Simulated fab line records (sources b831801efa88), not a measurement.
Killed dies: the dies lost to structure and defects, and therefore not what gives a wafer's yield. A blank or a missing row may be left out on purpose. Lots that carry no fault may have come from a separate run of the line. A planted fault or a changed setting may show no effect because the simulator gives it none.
What tool caused it? / flow sky130 / 6 lots, 18 wafers sampled, at 2 steps of a route of 708

## WHAT THE GAUGES READ, wafer by wafer
SKY_NWELL_TW_MEAS_15.
lot=L436; measured=day 4 16:29; on=film_metro-02; NWELL_TW=1849 1842 1843
lot=L438; measured=day 5 05:44; on=film_metro-04; NWELL_TW=1870 1866 1867
lot=L445; measured=day 7 00:31; on=film_metro-04; NWELL_TW=2032 2034 2038
lot=L449; measured=day 8 02:26; on=film_metro-02; NWELL_TW=1820 1818 1825
lot=L456; measured=day 9 17:13; on=film_metro-01; NWELL_TW=1840 1836 1840
lot=L458; measured=day 10 05:34; on=film_metro-01; NWELL_TW=1810 1835 1825

## TOOL THAT RAN EACH LOT (tool first, then ch and the chambers of the sampled wafers, then the start)
lot=L436; SKY_NWELL_IMPLANT_11=implanter-03 ch 0, day 4 15:59
lot=L438; SKY_NWELL_IMPLANT_11=implanter-02 ch 0, day 5 05:11
lot=L445; SKY_NWELL_IMPLANT_11=implanter-01 ch 0, day 6 23:59
lot=L449; SKY_NWELL_IMPLANT_11=implanter-02 ch 0, day 8 01:54
lot=L456; SKY_NWELL_IMPLANT_11=implanter-02 ch 0, day 9 16:41
lot=L458; SKY_NWELL_IMPLANT_11=implanter-02 ch 0, day 10 05:01
- SKY_NWELL_IMPLANT_11

## THE ANSWER, worked out from the rows above alone
Rule: the lots themselves supply what counts as usual. Put in order of their means at a reading, lots are off if they are a third of the lots or fewer, leave a main group of 4 or more, and stand apart from it by a gap of 3 or more times the standard deviation of the main group's means; of several such gaps the widest counts. A main group whose means are all the same, to the digits that the tables above print for the reading, isn't used. Also off: a lot with no number at a reading for which 4 or more lots have one. All remaining lots with rows at the step are treated as sound.
Off: L445, at SKY_NWELL_TW_MEAS_15 (NWELL_TW). The main group: mean 1839, standard deviation 17.
A tool fits if, at a process step before that reading, it ran every lot that is off, and no sound lot after the first of them. Gauges at SKY_NWELL_TW_MEAS_15: tried the same way as those tools. 2 tools fit, implanter-01 at SKY_NWELL_IMPLANT_11 and film_metro-04 at SKY_NWELL_TW_MEAS_15, so this cannot tell which one it is.

## WHAT HAD BEEN PUT IN BY THE SIMULATOR
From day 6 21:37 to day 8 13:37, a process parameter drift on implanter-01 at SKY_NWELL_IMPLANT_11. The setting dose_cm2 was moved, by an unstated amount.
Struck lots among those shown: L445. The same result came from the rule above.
